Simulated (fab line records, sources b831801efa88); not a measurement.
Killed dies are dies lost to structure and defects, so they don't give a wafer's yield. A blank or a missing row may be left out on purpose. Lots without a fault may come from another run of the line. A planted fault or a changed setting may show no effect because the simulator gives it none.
A struck lot beside a sound one | flow sky130 | 30 steps out of a route of 708
Sound: wafers L605.1, L605.4, L605.5. Struck: wafer L617.4. (L617.3 of the same lot was not struck and is left out.) The cause comes at the end.
At each step with rows: each side's tool, then ch and its chambers, then its first start. Under that, the readings that differ: sound wafers | struck wafers | difference of the means | sigmas: that difference in standard deviations of wafers without a fault.
alike: readings whose means differ by less than 2 such deviations, and words and numbers that are the same on both sides. not compared: withheld readings, readings that some wafer has no value for, bounds like >300 that may hide the same value, and numbers for which the record gives no deviation and whose values overlap.
The two part at a step that has a row with sigmas, a row that says differs or no value, or rows on one side only. Numbers that don't overlap but have no deviation are shown without sigmas and don't part them. A reading that every wafer of one side lacks parts them only if that side has two wafers or more.

SKY_LI_CONTACT_OVL_MEAS_13:
  sound on overlay-01, day 30 21:20; struck on overlay-02, day 35 00:50
  alike: LI_CONTACT_OVL
SKY_LI_CONTACT_ETCH_14: etches BARC in N2/H2, stops on SiO2, time 45.9 s, target depth 60 nm.
  sound on rie_diel-03 ch 0,2,3, day 30 21:22; struck on rie_diel-04 ch 2, day 35 00:52
  alike: drypump_motor_current_A, oes_product_au, throttle_valve_pct
  not compared: rf_hours_counter_h
SKY_LI_CONTACT_ETCH_15: etches PSG in C4F8/O2/Ar, stops on Si, target depth 600 nm.
  sound on rie_diel-03 ch 0,2,3, day 30 21:25; struck on rie_diel-04 ch 2, day 35 00:55
  alike: oes_product_au
then, 4 steps without rows for these wafers: SKY_LI_CONTACT_STRIP_16 (strips in O2/N2); SKY_LI_CONTACT_CLEAN_17 (cleans in NMP, time 600 s); SKY_LI_CONTACT_PRE_CLEAN_18 (time 5.6 s); SKY_LI_CONTACT_SPUTTER_19 (material Ti, target thk 20 nm, time 106.37 s).
SKY_LI_CONTACT_SPUTTER_20: material TiN, target thk 20 nm, time 80 s.
  sound on pvd_sputter-01, day 30 21:52; struck on pvd_sputter-04, day 35 01:22
  alike: chamber_pressure_pa, throttle_valve_pct
SKY_LI_CONTACT_CVD_21: deposits W, target thk 400 nm, time 120.56 s.
  sound on cvd_w-02 ch 0,1, day 30 21:55; struck on cvd_w-02 ch 0, day 35 01:28
  alike: heater_power_w
SKY_LI_CONTACT_RS_MEAS_22: measures by four-point-probe.
  sound on film_metro-02, day 30 22:03; struck on film_metro-03, day 35 01:35
  alike: LI_CONTACT_W_RS
SKY_LI_CONTACT_THK_MEAS_23: measures by xrf.
  sound on film_metro-02, day 30 22:10; struck on film_metro-03, day 35 01:41
  alike: LI_CONTACT_W_THK
then, 1 step without rows for these wafers: SKY_LI_CONTACT_CMP_24 (polishes, stops on PSG, t overpolish 20 s, target thk 0 nm).
SKY_LOCAL_INTERCONNECT_SPUTTER_00: material TiN, target thk 100 nm, time 83.3 s.
  sound on pvd_sputter-02, day 30 22:32; struck on pvd_sputter-02, day 35 02:02
  reading                                                | sound           | struck | difference | sigmas
  model.TiN_of_LOCAL_INTERCONNECT_SPUTTER_00.thk_nm (nm) | 101.3 101 101.7 | 98.49  | -2.84      |
  alike: chamber_pressure_pa, throttle_valve_pct
SKY_LOCAL_INTERCONNECT_RS_MEAS_01: measures by four-point-probe.
  sound on film_metro-02, day 30 22:35; struck on film_metro-01, day 35 02:08
  reading                            | sound             | struck | difference | sigmas
  LOCAL_INTERCONNECT_TIN_RS (ohm/sq) | 13.93 13.98 13.89 | 14.42  | +0.49      | +3
SKY_LOCAL_INTERCONNECT_THK_MEAS_02: measures by xrf.
  sound on film_metro-02, day 30 22:43; struck on film_metro-01, day 35 02:14
  reading                         | sound             | struck | difference | sigmas
  LOCAL_INTERCONNECT_TIN_THK (nm) | 100.0 100.4 100.4 | 97.2   | -3.1       | -3
then, 8 steps without rows for these wafers: SKY_LOCAL_INTERCONNECT_DEHYDRATE_03 (time 60 s); SKY_LOCAL_INTERCONNECT_HMDS_04 (prime time 60 s); SKY_LOCAL_INTERCONNECT_COAT_05 (resist thk 60 nm); SKY_LOCAL_INTERCONNECT_COAT_06 (resist thk 450 nm); SKY_LOCAL_INTERCONNECT_SOFTBAKE_07 (time 90 s); SKY_LOCAL_INTERCONNECT_EXPOSE_08 (exposes mask LI1M, target cd 170 nm); SKY_LOCAL_INTERCONNECT_PEB_09; SKY_LOCAL_INTERCONNECT_DEVELOP_10 (develop time 60 s).
SKY_LOCAL_INTERCONNECT_CD_MEAS_11: target cd 170 nm.
  sound on cd_sem-02, day 32 02:22; struck on cd_sem-02, day 36 04:53
  alike: cd_nm
SKY_LOCAL_INTERCONNECT_OVL_MEAS_12:
  sound on overlay-01, day 32 02:29; struck on overlay-01, day 36 04:58
  alike: LOCAL_INTERCONNECT_OVL
SKY_LOCAL_INTERCONNECT_ETCH_13: etches BARC in N2/H2, stops on SiO2, time 45.9 s, target depth 60 nm.
  sound on rie_metal-02 ch 0,1, day 32 02:31; struck on rie_metal-04 ch 1, day 36 05:01
  alike: drypump_motor_current_A, oes_product_au, throttle_valve_pct
  not compared: rf_hours_counter_h
SKY_LOCAL_INTERCONNECT_METAL_ETCH_14: etches TiN in Cl2/BCl3, stops on PSG, target depth 110 nm, time 31.4 s.
  sound on rie_metal-02 ch 0,1, day 32 02:35; struck on rie_metal-04 ch 1, day 36 05:05
  reading                                        | sound           | struck | difference | sigmas
  model.etch.depth_nm (nm)                       | 101.3 101 101.7 | 98.49  | -2.84      |
  model.LOCAL_INTERCONNECT.feature_depth_nm (nm) | 101.3 101 101.7 | 98.49  | -2.84      |
  alike: bcl3_flow_sccm, drypump_motor_current_A, oes_product_au, throttle_valve_pct
  not compared: rf_hours_counter_h
then, 1 step without rows for these wafers: SKY_LOCAL_INTERCONNECT_STRIP_15 (strips in O2/N2).
SKY_LOCAL_INTERCONNECT_STRIP_16: strips in post etch residue remover, time 1200 s.
  sound on wet_bench-03 ch 2, day 32 02:44; struck on wet_bench-03 ch 0, day 36 05:13
  reading                                                | sound             | struck | difference | sigmas
  model.TiN_of_LOCAL_INTERCONNECT_SPUTTER_00.thk_nm (nm) | 100.9 100.6 101.3 | 98.07  | -2.86      |
then, 1 step without rows for these wafers: SKY_LOCAL_INTERCONNECT_CLEAN_17 (cleans in IPA, time 180 s).

WHERE THEY PART
First at SKY_LOCAL_INTERCONNECT_RS_MEAS_01; last, within this record, at SKY_LOCAL_INTERCONNECT_THK_MEAS_02. Later steps at which nothing parts them and some readings are alike: SKY_LOCAL_INTERCONNECT_CD_MEAS_11, SKY_LOCAL_INTERCONNECT_OVL_MEAS_12, SKY_LOCAL_INTERCONNECT_ETCH_13, SKY_LOCAL_INTERCONNECT_METAL_ETCH_14.

WHY: what the simulator had put in
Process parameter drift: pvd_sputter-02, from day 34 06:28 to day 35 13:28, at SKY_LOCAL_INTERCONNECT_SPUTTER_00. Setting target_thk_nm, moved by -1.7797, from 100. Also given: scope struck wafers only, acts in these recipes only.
